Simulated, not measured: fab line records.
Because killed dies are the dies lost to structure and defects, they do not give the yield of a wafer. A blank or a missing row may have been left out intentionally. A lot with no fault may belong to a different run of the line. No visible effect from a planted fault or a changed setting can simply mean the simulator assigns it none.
Shared-tool check | flow gf180mcu | 12 lots and 36 wafers in the sample

== THE REASON FOR OPENING IT ==
Of 12 lots, 1 have the reading MVPSD_RS flagged at GF_VT_IMPLANT_RS_MEAS_49. Wafers without a fault read 1168.4 ohm/sq, standard deviation 3.
Rule: flag the lot when none of its wafers has a number, or when each of its wafers that has one lies beyond 4 standard deviations from that mean. All remaining lots are regarded as sound.

lot  | measured     | on           | MVPSD_RS (ohm/sq), wafer by wafer | flag
L439 | day 7 14:16  | filmMetro-01 | 1169.6 1167.6 1168.6              | 
L440 | day 7 20:28  | filmMetro-04 | 1164.7 1166.7 1171.0              | 
L446 | day 9 13:35  | filmMetro-01 | 1094.0 1093.6 1095.0              | FLAGGED
L447 | day 9 18:17  | filmMetro-01 | 1167.5 1169.1 1167.9              | 
L450 | day 10 16:40 | filmMetro-02 | 1169.7 1172.1 1170.3              | 
L453 | day 11 13:05 | filmMetro-02 | 1168.6 1168.9 1170.1              | 
L456 | day 12 06:57 | filmMetro-01 | 1168.2 1167.2 1168.4              | 
L457 | day 12 12:41 | filmMetro-04 | 1166.9 1167.1 1166.0              | 
L458 | day 12 22:20 | filmMetro-01 | 1170.0 1168.2 1170.5              | 
L459 | day 13 05:56 | filmMetro-01 | 1166.4 1163.7 1165.8              | 
L460 | day 13 12:35 | filmMetro-01 | 1165.8 1165.1 1168.8              | 
L462 | day 14 06:41 | filmMetro-01 | 1175.8 1175.2 1173.0              | 
The mean of the flagged lots' numbers is 1094.2 ohm/sq, -74.2 ohm/sq from the usual (-25 standard deviations).

== EACH LOT AND THE TOOL IT RAN ON ==
Before the reading, the record contains 2 process steps out of a 602-step route. Read each cell as the tool, then ch plus the chambers that the sampled wafers visited, then the start.
lot  | flag    | GF_MVPSD_IMPLANT_08             | GF_VT_IMPLANT_STRIP_31
L439 |         | implanter-03 ch 0, day 5 00:25  | plasmaAsher-01 ch 0,1, day 6 21:46
L440 |         | implanter-02 ch 0, day 5 06:41  | plasmaAsher-04 ch 0,1, day 7 03:55
L446 | FLAGGED | implanter-03 ch 0, day 6 19:16  | plasmaAsher-03 ch 0,1, day 8 19:43
L447 |         | implanter-02 ch 0, day 6 23:25  | plasmaAsher-04 ch 0, day 9 00:46
L450 |         | implanter-02 ch 0, day 7 19:03  | plasmaAsher-03 ch 0,1, day 9 21:40
L453 |         | implanter-02 ch 0, day 8 13:34  | plasmaAsher-04 ch 0,1, day 10 17:46
L456 |         | implanter-01 ch 0, day 9 05:50  | plasmaAsher-04 ch 0,1, day 11 12:07
L457 |         | implanter-03 ch 0, day 9 10:46  | plasmaAsher-01 ch 0,1, day 11 17:22
L458 |         | implanter-01 ch 0, day 9 19:16  | plasmaAsher-01 ch 0,1, day 12 02:19
L459 |         | implanter-01 ch 0, day 10 02:22 | plasmaAsher-03 ch 0, day 12 09:43
L460 |         | implanter-03 ch 0, day 10 06:49 | plasmaAsher-04 ch 0,1, day 12 15:25
L462 |         | implanter-03 ch 0, day 10 23:52 | plasmaAsher-01 ch 0,1, day 13 09:46
What is done by these steps:
- GF_MVPSD_IMPLANT_08
- GF_VT_IMPLANT_STRIP_31: strips in O2/N2.
- GF_VT_IMPLANT_RS_MEAS_49: measures by four-point-probe.

== FLAGGED OVER TOTAL, TOOL BY TOOL (the gauges that took the reading come last) ==
step                     | tool           | lots run | flagged | share of the flagged lots | sound lots run after its first flagged lot
GF_MVPSD_IMPLANT_08      | implanter-01   | 3        | 0       | none                      | -
GF_MVPSD_IMPLANT_08      | implanter-02   | 4        | 0       | none                      | -
GF_MVPSD_IMPLANT_08      | implanter-03   | 5        | 1       | all                       | 3 (L457,L460,L462)
GF_VT_IMPLANT_STRIP_31   | plasmaAsher-01 | 4        | 0       | none                      | -
GF_VT_IMPLANT_STRIP_31   | plasmaAsher-03 | 3        | 1       | all                       | 2 (L450,L459)
GF_VT_IMPLANT_STRIP_31   | plasmaAsher-04 | 5        | 0       | none                      | -
GF_VT_IMPLANT_RS_MEAS_49 | filmMetro-01   | 8        | 1       | all                       | 6 (L447,L456,L458,L459,L460,L462)
GF_VT_IMPLANT_RS_MEAS_49 | filmMetro-02   | 2        | 0       | none                      | -
GF_VT_IMPLANT_RS_MEAS_49 | filmMetro-04   | 2        | 0       | none                      | -

== WHAT IS ALLOWED BY THE TABLE ==
Rows of the table that ran every flagged lot, 3 in all: implanter-03 at GF_MVPSD_IMPLANT_08, plasmaAsher-03 at GF_VT_IMPLANT_STRIP_31, filmMetro-01 at GF_VT_IMPLANT_RS_MEAS_49.
- implanter-03 at GF_MVPSD_IMPLANT_08 ran 5 lots, 1 of them flagged. After the first flagged lot (L457, L460, L462), sound lots still ran on it; a lasting fault on the whole tool would not permit that. Its own readings lie more than 4 standard deviations out on every wafer of the flagged lots: doseIonsCm2, faradayCurrentUA.
- plasmaAsher-03 at GF_VT_IMPLANT_STRIP_31 ran 3 lots, 1 of them flagged. After the first flagged lot (L450, L459), sound lots still ran on it; a lasting fault on the whole tool would not permit that.
- filmMetro-01 at GF_VT_IMPLANT_RS_MEAS_49 ran 8 lots, 1 of them flagged. After the first flagged lot (L447, L456, L458, L459, L460, L462), sound lots still ran on it; a lasting fault on the whole tool would not permit that.
No row of the table ran every flagged lot and no sound lot after the first.

== WHAT WAS PUT IN BY THE SIMULATOR ==
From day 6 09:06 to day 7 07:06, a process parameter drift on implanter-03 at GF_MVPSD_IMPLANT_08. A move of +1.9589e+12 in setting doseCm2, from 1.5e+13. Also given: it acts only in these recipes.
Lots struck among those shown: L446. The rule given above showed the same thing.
